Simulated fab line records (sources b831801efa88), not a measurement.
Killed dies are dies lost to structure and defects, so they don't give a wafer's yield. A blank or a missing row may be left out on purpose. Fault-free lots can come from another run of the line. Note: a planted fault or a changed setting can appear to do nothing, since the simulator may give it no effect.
Which tool is to blame? | flow gf180mcu | 10 lots (30 wafers sampled), 1 step of a 602-step route

WHAT EACH GAUGE READ, for each wafer
GF_M4_CD_MEAS_14: the cd target is 280 nm.
lot  | measured     | on       | cdNm (nm)
L566 | day 22 15:43 | cdSem-01 | 279.6 279.0 278.2
L568 | day 23 16:27 | cdSem-02 | 280.1 279.8 279.5
L570 | day 23 23:29 | cdSem-02 | 279.9 279.8 279.6
L572 | day 26 18:29 | cdSem-02 | 279.8 278.4 279.6
L577 | day 27 04:59 | cdSem-02 | 279.6 279.4 278.6
L578 | day 27 06:17 | cdSem-02 | 281.1 280.6 280.2
L580 | day 28 11:16 | cdSem-01 | 281.3 281.9 282.2
L582 | day 28 17:50 | cdSem-01 | 279.0 278.1 278.1
L586 | day 30 01:28 | cdSem-02 | 281.6 280.5 280.7
L585 | day 30 02:21 | cdSem-02 | 281.2 279.9 281.4

EACH LOT AND THE TOOL THAT RAN IT (in order: tool; ch and the chambers of the sampled wafers; start)
The record holds no process step before these readings.

THE ANSWER, worked out from the rows above alone
Rule: the usual values come from the lots themselves. Put in order of their means at a reading, lots are off if they are a third of the lots or fewer, leave a main group of 4 or more, and stand apart from it by a gap of 3 or more times the standard deviation of the main group's means; of several such gaps the widest counts. A main group is skipped when, at the precision printed for the reading in the tables above, its means are all equal. Also off: a lot with no number at a reading for which 4 or more lots have one. Any other lot the step has rows for is counted as sound.
None of the lots is off at any reading shown; this tells nothing.

WHAT HAD BEEN PUT IN BY THE SIMULATOR
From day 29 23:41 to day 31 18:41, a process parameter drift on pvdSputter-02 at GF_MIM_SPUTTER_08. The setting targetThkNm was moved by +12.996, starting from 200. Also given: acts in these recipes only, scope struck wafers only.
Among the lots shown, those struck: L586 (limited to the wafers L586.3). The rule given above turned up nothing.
